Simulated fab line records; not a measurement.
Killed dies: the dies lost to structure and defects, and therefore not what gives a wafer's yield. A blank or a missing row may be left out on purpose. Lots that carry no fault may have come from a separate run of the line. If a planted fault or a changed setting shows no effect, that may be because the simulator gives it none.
fab line records + flow sky130
record:
- lots: 6
- wafers: 18
- lastDay: 50
route steps=708 shown PASSIVATION@689 PAD_OPEN@694
lots untouched by any fault: they come from a run of this same line in which no faults occurred
startH: hours from the record's first day to the start of the lot's first wafer shown + waitH: how many hours have passed since the lot's step before this one + " repeats the value in the row above + L1.1+2: a single row standing in for several wafers + - no value, or no start given + * or withheld: withheld + < > ~ a bound
route shown NAME@n: NAME is a module with steps in the file, n the number in the route of the first one + usual: mean/standard deviation of fault-free wafers + same: alike in all rows + chamber/n: place in a boat + sites: per-site readings + _std_site: standard deviation of those values + _edge_site: inner sites' mean taken away from outer sites' mean + radiusMm: for every site, how far away it sits from the centre of the wafer + mask NAME#n: copy n + behind: the most recent tool/chamber to have shaped the wafer + hold: the reason the lot was held/the length of the hold in hours/how it ended + device: which transistor (n, p or np) failed to switch + end of line: tests of these same wafers at the route's end + a step without rows: its recipe alone + killed: at the first sort, the dies lost to defects and structure; wafer yield is something else + map: dies across one wafer; x = killed, . = not, _ = none there
set.NAME: setting as actually run; set.NAME@STEP: the setting as run at that earlier step + model.NAME: the simulator's own value behind a step, which no gauge read
lots at selected steps of the route; one table per step, one row per wafer
services: a tool's chamber out of use, with start hour (startH, from the record's first day; less than 0 if before it), hours out, and reason
== steps ==
step: SKY_PASSIVATION_EXPOSE_08
recipe:
- maskId: NSM
- targetCdNm: 3000
- na: 0.57
- doseMj: 260
step: SKY_PASSIVATION_PEB_09
recipe:
- tempC: 115
- timeS: withheld
step: SKY_PASSIVATION_DEVELOP_10
recipe:
- developTimeS: 60
- devTempC: 23
step: SKY_PASSIVATION_ETCH_11
recipe:
- chemistry: CF4/O2
- targetDepthNm: 725
- stopOn: AlCu
- sourceW: 800
- biasW: 150
- pressureMtorr: 150
- cf4FlowSccm: 80
- O2_flow_sccm: 10
- timeS: 161.1
usual:
- drypumpMotorCurrentA: 5.7/0.38
- oesProductAu: 0.978/0.0065
- rfFwdPowerW: 797.1/2.5
- throttleValvePct: 5.965/0.0095
| lot.wafer | tool       | chamber | startH  | waitH | drypumpMotorCurrentA | oesProductAu | rfFwdPowerW | rfHoursCounterH | throttleValvePct |
|-----------|------------|---------|---------|-------|----------------------|--------------|-------------|-----------------|------------------|
| L297.1    | rieDiel-04 | 0       | 1053.51 | -     | 5.0                  | 0.985        | 796.9       | 14              | 5.970            |
| L297.4    | "          | 2       | "       | "     | 6.1                  | 0.990        | 792.4       | 20              | 5.966            |
| L297.5    | "          | 1       | "       | "     | 5.5                  | 0.979        | 794.4       | -               | 5.959            |
| L299.3    | rieDiel-01 | 3       | 1064.24 | -     | 5.6                  | 0.969        | 792.5       | 14              | 5.964            |
| L299.4    | "          | 1       | "       | "     | 5.8                  | 0.975        | 798.8       | 24              | 5.965            |
| L299.6    | "          | 3       | "       | "     | 5.6                  | 0.976        | 794.4       | -               | 5.974            |
| L308.2    | rieDiel-01 | 3       | 1132.99 | -     | 5.6                  | 0.981        | 795.1       | 17              | 5.963            |
| L308.4    | "          | 1       | "       | "     | 5.7                  | 0.977        | 797.6       | 27              | 5.962            |
| L308.6    | "          | 2       | "       | "     | 6.0                  | 0.983        | 794.3       | -               | 5.961            |
| L311.2    | rieDiel-01 | 1       | 1140.29 | -     | 5.8                  | 0.970        | 797.0       | 27              | 5.982            |
| L311.3    | "          | 0       | "       | "     | 5.7                  | 0.979        | 795.2       | 17              | 5.953            |
| L311.4    | "          | 3       | "       | "     | 5.6                  | 0.981        | 796.6       | 18              | 5.956            |
| L312.3    | rieDiel-01 | 3       | 1152.59 | -     | 5.6                  | 0.977        | 796.3       | -               | 5.972            |
| L312.5    | "          | 3       | "       | "     | 5.6                  | 0.980        | 795.9       | -               | 5.971            |
| L312.6    | "          | 2       | "       | "     | 6.0                  | 0.978        | 793.5       | -               | 5.973            |
| L318.1    | rieDiel-04 | 1       | 1175.19 | -     | 5.5                  | 0.976        | 800.8       | 20              | 5.960            |
| L318.3    | "          | 0       | "       | "     | 5.1                  | 0.971        | 802.2       | 18              | 5.946            |
| L318.6    | "          | 0       | "       | "     | 5.1                  | 0.980        | 797.0       | -               | 5.969            |
step: SKY_PASSIVATION_STRIP_12
recipe:
- chemistry: O2/N2
- powerW: 1400
- pressureMtorr: 1500
- platenTempC: withheld
- overashFraction: 0.7
- o2FlowSccm: 3000
- n2FlowSccm: 300
usual:
- drypumpMotorCurrentA: 5.7/0.4
- oesProductAu: 0.661/0.005
- stripTimeToEndpointS: 31.53/0.13
| lot.wafer | tool           | chamber | startH  | waitH | drypumpMotorCurrentA | oesProductAu | rfHoursCounterH | stripTimeToEndpointS |
|-----------|----------------|---------|---------|-------|----------------------|--------------|-----------------|----------------------|
| L297.1    | plasmaAsher-02 | 1       | 1053.62 | 0.1   | 5.9                  | 0.660        | 61              | 31.44                |
| L297.4    | "              | 0       | "       | "     | 5.8                  | 0.659        | -               | 31.48                |
| L297.5    | "              | 1       | "       | "     | 5.9                  | 0.661        | -               | 31.49                |
| L299.3    | plasmaAsher-03 | 0       | 1064.38 | 0.1   | 4.9                  | 0.666        | -               | 31.55                |
| L299.4    | "              | 1       | "       | "     | 6.1                  | 0.659        | -               | 31.63                |
| L299.6    | "              | 1       | "       | "     | 6.1                  | 0.655        | -               | 31.72                |
| L308.2    | plasmaAsher-01 | 0       | 1133.10 | 0.1   | 5.3                  | 0.661        | 40              | 31.55                |
| L308.4    | "              | 0       | "       | "     | 5.3                  | 0.664        | -               | 31.47                |
| L308.6    | "              | 0       | "       | "     | 5.3                  | 0.662        | -               | 31.49                |
| L311.2    | plasmaAsher-02 | 1       | 1140.40 | 0.1   | 5.9                  | 0.669        | 69              | 31.66                |
| L311.3    | "              | 0       | "       | "     | 5.8                  | 0.659        | -               | 31.34                |
| L311.4    | "              | 1       | "       | "     | 5.9                  | 0.663        | -               | 31.48                |
| L312.3    | plasmaAsher-01 | 1       | 1152.73 | 0.1   | 6.0                  | 0.657        | -               | 31.52                |
| L312.5    | "              | 0       | "       | "     | 5.3                  | 0.663        | -               | 31.41                |
| L312.6    | "              | 1       | "       | "     | 5.9                  | 0.665        | -               | 31.50                |
| L318.1    | plasmaAsher-03 | 0       | 1175.30 | 0.1   | 4.8                  | 0.662        | 12              | 31.72                |
| L318.3    | "              | 0       | "       | "     | 4.8                  | 0.666        | -               | 31.75                |
| L318.6    | "              | 1       | "       | "     | 6.1                  | 0.652        | -               | 31.66                |
step: SKY_PAD_OPEN_DEHYDRATE_00
recipe:
- tempC: 200
- timeS: 60
step: SKY_PAD_OPEN_HMDS_01
recipe:
- primeTimeS: 60
- primeTempC: 120
step: SKY_PAD_OPEN_COAT_02
recipe:
- spinRpm: 2000
- resistThkNm: 3000
step: SKY_PAD_OPEN_SOFTBAKE_03
recipe:
- tempC: 110
- timeS: withheld
step: SKY_PAD_OPEN_EXPOSE_04
recipe:
- maskId: PDM
- targetCdNm: 60000
- na: 0.57
- doseMj: 260
step: SKY_PAD_OPEN_PEB_05
recipe:
- tempC: 115
- timeS: withheld
step: SKY_PAD_OPEN_DEVELOP_06
recipe:
- developTimeS: 60
- devTempC: 23
step: SKY_PAD_OPEN_ETCH_07
recipe:
- chemistry: CF4/O2
- targetDepthNm: 725
- stopOn: AlCu
- sourceW: 800
- biasW: 150
- pressureMtorr: 150
- cf4FlowSccm: 80
- O2_flow_sccm: 10
- timeS: 161.1
usual:
- drypumpMotorCurrentA: 5.7/0.39
- oesProductAu: 0.978/0.0068
- rfFwdPowerW: 796.0/2.4
- throttleValvePct: 5.967/0.0094
| lot.wafer | tool       | chamber | startH  | waitH | drypumpMotorCurrentA | oesProductAu | rfFwdPowerW | rfHoursCounterH | throttleValvePct | model.PAD_OPEN.featureDepthNm | model.etch.depthNm |
|-----------|------------|---------|---------|-------|----------------------|--------------|-------------|-----------------|------------------|-------------------------------|--------------------|
| L297.1    | rieDiel-01 | 1       | 1074.48 | -     | 5.8                  | 0.977        | 799.6       | 24              | 5.976            | 703.7                         | 703.7              |
| L297.4    | "          | 2       | "       | "     | 6.0                  | 0.989        | 796.6       | 21              | 5.972            | 710.4                         | 710.4              |
| L297.5    | "          | 0       | "       | "     | 5.7                  | 0.978        | 796.9       | -               | 5.971            | 714.2                         | 714.2              |
| L299.3    | rieDiel-03 | 1       | 1085.26 | -     | 6.1                  | 0.972        | 797.1       | 14              | 5.949            | 702.7                         | 702.7              |
| L299.4    | "          | 0       | "       | "     | 6.2                  | 0.987        | 795.7       | 15              | 5.981            | 710.8                         | 710.8              |
| L299.6    | "          | 1       | "       | "     | 6.1                  | 0.990        | 795.2       | -               | 5.971            | 711.4                         | 711.4              |
| L308.2    | rieDiel-04 | 3       | 1150.66 | -     | 5.1                  | 0.980        | 795.4       | 26              | 5.972            | 706.8                         | 706.8              |
| L308.4    | "          | 0       | "       | "     | 5.0                  | 0.985        | 798.8       | 17              | 5.988            | 714.6                         | 714.6              |
| L308.6    | "          | 1       | "       | "     | 5.5                  | 0.979        | 794.7       | -               | 5.964            | 710.2                         | 710.2              |
| L311.2    | rieDiel-03 | 3       | 1158.86 | -     | 5.8                  | 0.906        | 671.3       | 25              | 5.943            | 626.1                         | 626.1              |
| L311.3    | "          | 1       | "       | "     | 6.2                  | 0.923        | 665.2       | 17              | 5.946            | 629.7                         | 629.7              |
| L311.4    | "          | 0       | "       | "     | 6.2                  | 0.923        | 666.6       | 18              | 5.962            | 624.2                         | 624.2              |
| L312.3    | rieDiel-03 | 3       | 1169.03 | -     | 5.8                  | 0.912        | 666.4       | 25              | 5.943            | 624.7                         | 624.7              |
| L312.5    | "          | 3       | "       | "     | 5.8                  | 0.906        | 664.7       | -               | 5.932            | 621.4                         | 621.4              |
| L312.6    | "          | 2       | "       | "     | 5.7                  | 0.913        | 669.3       | -               | 5.954            | 622.6                         | 622.6              |
| L318.1    | rieDiel-04 | 3       | 1191.89 | -     | 5.1                  | 0.982        | 796.8       | 27              | 5.970            | 697.6                         | 697.6              |
| L318.3    | "          | 0       | "       | "     | 5.0                  | 0.972        | 797.2       | 18              | 5.959            | 698.4                         | 698.4              |
| L318.6    | "          | 3       | "       | "     | 5.1                  | 0.989        | 797.2       | -               | 5.962            | 707.2                         | 707.2              |
step: SKY_PAD_OPEN_STRIP_08
recipe:
- chemistry: O2/N2
- powerW: 1400
- pressureMtorr: 1500
- platenTempC: withheld
- overashFraction: 0.7
- o2FlowSccm: 3000
- n2FlowSccm: 300
usual:
- drypumpMotorCurrentA: 5.6/0.53
- oesProductAu: 0.663/0.0043
- stripTimeToEndpointS: 37.08/0.11
| lot.wafer | tool           | chamber | startH  | waitH | drypumpMotorCurrentA | oesProductAu | rfHoursCounterH | stripTimeToEndpointS |
|-----------|----------------|---------|---------|-------|----------------------|--------------|-----------------|----------------------|
| L297.1    | plasmaAsher-04 | 1       | 1074.58 | 0.1   | 5.0                  | 0.664        | 95              | 36.82                |
| L297.4    | "              | 0       | "       | "     | 6.2                  | 0.668        | -               | 36.82                |
| L297.5    | "              | 0       | "       | "     | 6.2                  | 0.667        | -               | 36.92                |
| L299.3    | plasmaAsher-03 | 1       | 1085.40 | 0.1   | 6.1                  | 0.662        | -               | 37.06                |
| L299.4    | "              | 0       | "       | "     | 4.8                  | 0.668        | -               | 36.99                |
| L299.6    | "              | 1       | "       | "     | 6.1                  | 0.664        | -               | 37.23                |
| L308.2    | plasmaAsher-04 | 0       | 1150.77 | 0.1   | 6.2                  | 0.661        | 102             | 37.17                |
| L308.4    | "              | 1       | "       | "     | 5.0                  | 0.661        | -               | 37.10                |
| L308.6    | "              | 1       | "       | "     | 5.0                  | 0.663        | -               | 36.99                |
| L311.2    | plasmaAsher-01 | 1       | 1158.97 | 0.1   | 5.9                  | 0.666        | 43              | 37.05                |
| L311.3    | "              | 1       | "       | "     | 5.9                  | 0.667        | -               | 36.93                |
| L311.4    | "              | 0       | "       | "     | 5.3                  | 0.667        | -               | 36.96                |
| L312.3    | plasmaAsher-04 | 1       | 1169.17 | 0.1   | 5.0                  | 0.665        | -               | 37.01                |
| L312.5    | "              | 0       | "       | "     | 6.2                  | 0.656        | -               | 37.09                |
| L312.6    | "              | 1       | "       | "     | 5.0                  | 0.668        | -               | 37.04                |
| L318.1    | plasmaAsher-03 | 1       | 1192.00 | 0.1   | 6.1                  | 0.668        | 13              | 37.14                |
| L318.3    | "              | 1       | "       | "     | 6.1                  | 0.658        | -               | 37.24                |
| L318.6    | "              | 1       | "       | "     | 6.1                  | 0.665        | -               | 37.19                |
step: SKY_PAD_OPEN_PROBE_99
usual:
- defectLimitedYield: 82.2/1.8
- killed_at_M0_to_M3: 44/6
- killed_at_M4_up: 3.3/2.1
- killedAtContacts: 25/5.5
- killedAtFrontEnd: 15/4.3
- killedAtOther: 0.2/0.41
- killedDies: 88/9.1
- killedOpen: 48/6.6
- killedShort: 39/6.7
same:
- grossDies: 492
- killedAtBackSide: 0
| lot.wafer | tool      | chamber | startH  | waitH | defectLimitedYield[%] | killed_at_M0_to_M3 | killed_at_M4_up | killedAtContacts | killedAtFrontEnd | killedAtOther | killedDies | killedOpen | killedShort | model.etest.tester.sortNPass | model.etest.tester.sortYieldPct | model.etest.tester.sort_bin_5_pct | model.etest.liconNdiff.open | model.etest.tipP.open | model.etest.diodePdiffFingers.underFloor | model.etest.pfet_01v8_lvt.underFloor | model.etest.sonosBaked.open |
|-----------|-----------|---------|---------|-------|-----------------------|--------------------|-----------------|------------------|------------------|---------------|------------|------------|-------------|------------------------------|---------------------------------|-----------------------------------|-----------------------------|-----------------------|------------------------------------------|--------------------------------------|-----------------------------|
| L297.1    | prober-01 | -       | 1076.81 | 0.1   | 83.3                  | 40                 | 2               | 23               | 17               | 0             | 82         | 48         | 34          | 410                          | 83.33                           | 10.16                             | 0                           | 0                     | 0                                        | 0                                    | 0                           |
| L297.4    | prober-01 | -       | 1076.96 | 0.2   | 81.9                  | 42                 | 6               | 26               | 15               | 0             | 89         | 51         | 38          | 403                          | 81.91                           | 11.59                             | 0                           | 0                     | 0                                        | 0                                    | 0                           |
| L297.5    | prober-01 | -       | 1077.01 | 0.2   | 82.3                  | 34                 | 6               | 33               | 14               | 0             | 87         | 51         | 36          | 405                          | 82.32                           | 11.18                             | 0                           | 0                     | 0                                        | 0                                    | 0                           |
| L299.3    | prober-01 | -       | 1087.68 | 0.2   | 80.7                  | 48                 | 2               | 28               | 17               | 0             | 95         | 49         | 46          | 397                          | 80.69                           | 11.79                             | 0                           | 0                     | 0                                        | 0                                    | 0                           |
| L299.4    | prober-01 | -       | 1087.73 | 0.2   | 84.1                  | 45                 | 3               | 20               | 10               | 0             | 78         | 45         | 33          | 414                          | 84.15                           | 10.57                             | 0                           | 0                     | 0                                        | 0                                    | 0                           |
| L299.6    | prober-01 | -       | 1087.83 | 0.2   | 85.6                  | 33                 | 1               | 25               | 12               | 0             | 71         | 37         | 33          | 421                          | 85.57                           | 6.911                             | 0                           | 0                     | 0                                        | 0                                    | 0                           |
| L308.2    | prober-02 | -       | 1153.37 | 0.1   | 81.7                  | 52                 | 1               | 25               | 12               | 0             | 90         | 51         | 39          | 402                          | 81.71                           | 10.77                             | 0                           | 0                     | 0                                        | 0                                    | 0                           |
| L308.4    | prober-02 | -       | 1153.47 | 0.2   | 83.5                  | 43                 | 4               | 17               | 17               | 0             | 81         | 47         | 34          | 411                          | 83.54                           | 10.98                             | 0                           | 0                     | 0                                        | 0                                    | 0                           |
| L308.6    | prober-02 | -       | 1153.57 | 0.2   | 79.7                  | 52                 | 3               | 24               | 21               | 0             | 100        | 63         | 37          | 392                          | 79.67                           | 12.4                              | 0                           | 0                     | 0                                        | 0                                    | 0                           |
| L311.2    | prober-01 | -       | 1161.75 | 0.1   | 82.5                  | 37                 | 0               | 32               | 17               | 0             | 86         | 46         | 40          | 149                          | 30.28                           | 63.01                             | 1                           | 1                     | 1                                        | 1                                    | 1                           |
| L311.3    | prober-01 | -       | 1161.80 | 0.2   | 83.5                  | 38                 | 5               | 25               | 12               | 1             | 81         | 43         | 37          | 299                          | 60.77                           | 32.72                             | 0                           | 0                     | 0                                        | 0                                    | 0                           |
| L311.4    | prober-01 | -       | 1161.85 | 0.2   | 82.1                  | 49                 | 2               | 25               | 12               | 0             | 88         | 47         | 41          | 89                           | 18.09                           | 76.83                             | 1                           | 1                     | 1                                        | 1                                    | 1                           |
| L312.3    | prober-02 | -       | 1171.73 | 0.2   | 86.6                  | 39                 | 0               | 23               | 4                | 0             | 66         | 41         | 25          | 118                          | 23.98                           | 69.31                             | 1                           | 1                     | 1                                        | 1                                    | 1                           |
| L312.5    | prober-02 | -       | 1171.83 | 0.2   | 81.3                  | 45                 | 3               | 26               | 18               | 0             | 92         | 44         | 48          | 27                           | 5.488                           | 87.8                              | 1                           | 1                     | 1                                        | 1                                    | 1                           |
| L312.6    | prober-02 | -       | 1171.88 | 0.2   | 79.7                  | 50                 | 5               | 29               | 15               | 1             | 100        | 52         | 48          | 97                           | 19.72                           | 73.78                             | 1                           | 1                     | 1                                        | 1                                    | 1                           |
| L318.1    | prober-02 | -       | 1194.21 | 0.1   | 81.1                  | 43                 | 7               | 26               | 17               | 0             | 93         | 51         | 42          | 399                          | 81.1                            | 11.59                             | 0                           | 0                     | 0                                        | 0                                    | 0                           |
| L318.3    | prober-02 | -       | 1194.31 | 0.2   | 84.6                  | 35                 | 2               | 27               | 12               | 0             | 76         | 48         | 28          | 416                          | 84.55                           | 7.52                              | 0                           | 0                     | 0                                        | 0                                    | 0                           |
| L318.6    | prober-02 | -       | 1194.46 | 0.2   | 82.7                  | 44                 | 3               | 27               | 11               | 0             | 85         | 42         | 43          | 407                          | 82.72                           | 11.99                             | 0                           | 0                     | 0                                        | 0                                    | 0                           |
killed by level:class
L297.1 VIA1:geometricParticle:open=14 CONTACT:geometricParticle:open=10 METAL1:geometricParticle:short=8 VIA3:geometricParticle:open=7 POLY_GATE:geometricParticle:short=6 LI_CONTACT:geometricParticle:open=6 FIELD_ISO:geometricParticle:short=3 POLY_GATE:geometricParticle:open=3
L297.4 VIA1:geometricParticle:open=8 VIA2:geometricParticle:open=8 CONTACT:geometricParticle:open=7 POLY_GATE:geometricParticle:short=6 LI_CONTACT:geometricParticle:open=6 METAL1:geometricParticle:short=6 METAL3:geometricParticle:short=5 VIA3:geometricParticle:open=5
L297.5 VIA1:geometricParticle:open=13 LI_CONTACT:geometricParticle:open=10 CONTACT:geometricParticle:open=10 FIELD_ISO:geometricParticle:open=7 VIA1:geometricParticle:short=7 LI_CONTACT:geometricParticle:short=6 LOCAL_INTERCONNECT:geometricParticle:short=5 METAL4:geometricParticle:short=5
L299.3 VIA1:geometricParticle:open=13 LI_CONTACT:geometricParticle:open=8 CONTACT:geometricParticle:short=8 VIA2:geometricParticle:open=7 FIELD_ISO:geometricParticle:short=6 VIA3:geometricParticle:open=5 CONTACT:geometricParticle:open=5 METAL1:geometricParticle:short=5
L299.4 VIA3:geometricParticle:open=12 CONTACT:geometricParticle:open=10 METAL2:geometricParticle:short=7 LI_CONTACT:geometricParticle:open=5 METAL1:geometricParticle:short=5 VIA1:geometricParticle:short=5 VIA1:geometricParticle:open=4 FIELD_ISO:geometricParticle:open=2
L299.6 CONTACT:geometricParticle:open=11 CONTACT:geometricParticle:short=6 VIA1:geometricParticle:open=6 FIELD_ISO:geometricParticle:short=5 FIELD_ISO:geometricParticle:open=5 LI_CONTACT:geometricParticle:open=4 METAL1:geometricParticle:short=4 METAL2:geometricParticle:short=4
L308.2 VIA1:geometricParticle:open=10 VIA3:geometricParticle:open=9 METAL1:geometricParticle:short=9 VIA1:geometricParticle:short=8 VIA2:geometricParticle:open=8 CONTACT:geometricParticle:open=7 LI_CONTACT:geometricParticle:open=6 CONTACT:geometricParticle:short=5
L308.4 VIA1:geometricParticle:open=12 VIA3:geometricParticle:open=8 METAL1:geometricParticle:short=7 FIELD_ISO:geometricParticle:open=5 METAL2:geometricParticle:short=5 POLY_GATE:geometricParticle:open=5 LI_CONTACT:geometricParticle:open=5 CONTACT:geometricParticle:short=5
L308.6 VIA1:geometricParticle:open=15 LI_CONTACT:geometricParticle:open=9 POLY_GATE:geometricParticle:open=8 VIA2:geometricParticle:open=8 VIA3:geometricParticle:open=8 CONTACT:geometricParticle:open=7 VIA1:geometricParticle:short=5 VIA3:geometricParticle:short=5
L311.2 CONTACT:geometricParticle:open=11 VIA1:geometricParticle:open=9 POLY_GATE:geometricParticle:short=8 VIA2:geometricParticle:open=7 LOCAL_INTERCONNECT:geometricParticle:short=6 POLY_GATE:geometricParticle:open=5 LI_CONTACT:geometricParticle:open=5 CONTACT:geometricParticle:short=5
L311.3 VIA1:geometricParticle:short=10 VIA1:geometricParticle:open=8 VIA2:geometricParticle:open=8 CONTACT:geometricParticle:short=7 CONTACT:geometricParticle:open=7 VIA3:geometricParticle:open=5 METAL4:geometricParticle:short=4 FIELD_ISO:geometricParticle:short=3
L311.4 VIA1:geometricParticle:open=11 LI_CONTACT:geometricParticle:open=8 METAL1:geometricParticle:short=8 CONTACT:geometricParticle:open=7 VIA2:geometricParticle:open=7 VIA3:geometricParticle:open=6 LOCAL_INTERCONNECT:geometricParticle:short=4 VIA2:geometricParticle:short=4
L312.3 VIA2:geometricParticle:open=11 LI_CONTACT:geometricParticle:open=10 CONTACT:geometricParticle:open=7 VIA1:geometricParticle:open=7 VIA2:geometricParticle:short=6 METAL1:geometricParticle:short=4 LOCAL_INTERCONNECT:geometricParticle:short=3 VIA3:geometricParticle:short=3
L312.5 VIA1:geometricParticle:open=11 METAL1:geometricParticle:short=8 FIELD_ISO:geometricParticle:short=7 LOCAL_INTERCONNECT:geometricParticle:short=6 VIA2:geometricParticle:open=6 CONTACT:geometricParticle:open=6 VIA1:geometricParticle:short=6 LI_CONTACT:geometricParticle:open=5
L312.6 CONTACT:geometricParticle:open=10 LI_CONTACT:geometricParticle:open=9 VIA1:geometricParticle:short=8 VIA3:geometricParticle:open=7 VIA2:geometricParticle:open=7 METAL1:geometricParticle:short=6 FIELD_ISO:geometricParticle:short=5 FIELD_ISO:geometricParticle:open=5
L318.1 VIA2:geometricParticle:open=11 CONTACT:geometricParticle:open=11 VIA1:geometricParticle:open=8 POLY_GATE:geometricParticle:short=6 VIA3:geometricParticle:open=6 LOCAL_INTERCONNECT:geometricParticle:short=6 METAL4:geometricParticle:short=5 POLY_GATE:geometricParticle:open=4
L318.3 CONTACT:geometricParticle:open=11 VIA1:geometricParticle:open=9 LI_CONTACT:geometricParticle:open=8 VIA2:geometricParticle:open=8 METAL2:geometricParticle:short=5 LOCAL_INTERCONNECT:geometricParticle:short=4 FIELD_ISO:geometricParticle:short=3 CONTACT:geometricParticle:short=3
L318.6 VIA3:geometricParticle:open=13 CONTACT:geometricParticle:open=10 LOCAL_INTERCONNECT:geometricParticle:short=6 METAL1:geometricParticle:short=6 VIA2:geometricParticle:open=5 CONTACT:geometricParticle:short=5 VIA1:geometricParticle:open=5 POLY_GATE:geometricParticle:short=4
== services ==
| tool           | chamber | startH  | hours | kind      |
|----------------|---------|---------|-------|-----------|
| rieDiel-03     | 1       | 1044.98 | 3.5   | repair    |
| rieDiel-03     | 0       | 1045.85 | 3.9   | repair    |
| plasmaAsher-03 | -       | 1055.25 | 9.0   | pm        |
| plasmaAsher-03 | 0       | 1055.25 | 9.0   | ventCycle |
| plasmaAsher-03 | 1       | 1055.25 | 9.0   | ventCycle |
| plasmaAsher-03 | 0       | 1064.25 | -     | clean     |
| plasmaAsher-03 | 1       | 1064.25 | -     | clean     |
| rieDiel-03     | 1       | 1072.13 | 7.4   | repair    |
| plasmaAsher-04 | -       | 1102.55 | 1.8   | repair    |
| rieDiel-03     | 3       | 1111.69 | 14.2  | repair    |
| plasmaAsher-02 | -       | 1122.54 | 0.7   | repair    |
| plasmaAsher-02 | -       | 1133.45 | 2.8   | pm        |
| rieDiel-01     | 1       | 1152.01 | 9.7   | repair    |
| rieDiel-01     | 0       | 1152.07 | 4.1   | repair    |
| plasmaAsher-04 | -       | 1152.24 | 14.6  | pm        |
| plasmaAsher-02 | -       | 1154.22 | 3.8   | repair    |
| plasmaAsher-01 | -       | 1174.11 | 2.1   | repair    |
| plasmaAsher-04 | -       | 1175.37 | 2.8   | pm        |
== key ==
firstSign:
- step: SKY_PAD_OPEN_ETCH_07
- reading: rfFwdPowerW
- direction: down
- sigmas: 53
- usual: 796.0
- struck: 667.3
effect:
- step: SKY_PAD_OPEN_ETCH_07
- reading: oesProductAu
- direction: down
- sigmas: 9.5
- usual: 0.978
- struck: 0.914
modelEffect:
- step: SKY_PAD_OPEN_ETCH_07
- value: PAD_OPEN.featureDepthNm
- without: 700.9
- struck: 624.8
modelEffect:
- step: SKY_PAD_OPEN_PROBE_99
- value: etest.tester.sortNPass
- without: 406.5
- struck: 129.8
metAt SKY_PAD_OPEN_ETCH_07
struckWafers L311.2,L311.3,L311.4,L312.3,L312.5,L312.6
onsetBetween 1085.26 1158.86
fault:
- kind: processParameterDrift
- tool: rieDiel-03
- chamber: -
- onsetH: 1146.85
- steps: SKY_PAD_OPEN_ETCH_07
- channel: sourceW
- offset: -128
- shape: step
- endH: 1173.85
- actsIn: theseRecipesOnly
- stated: 800
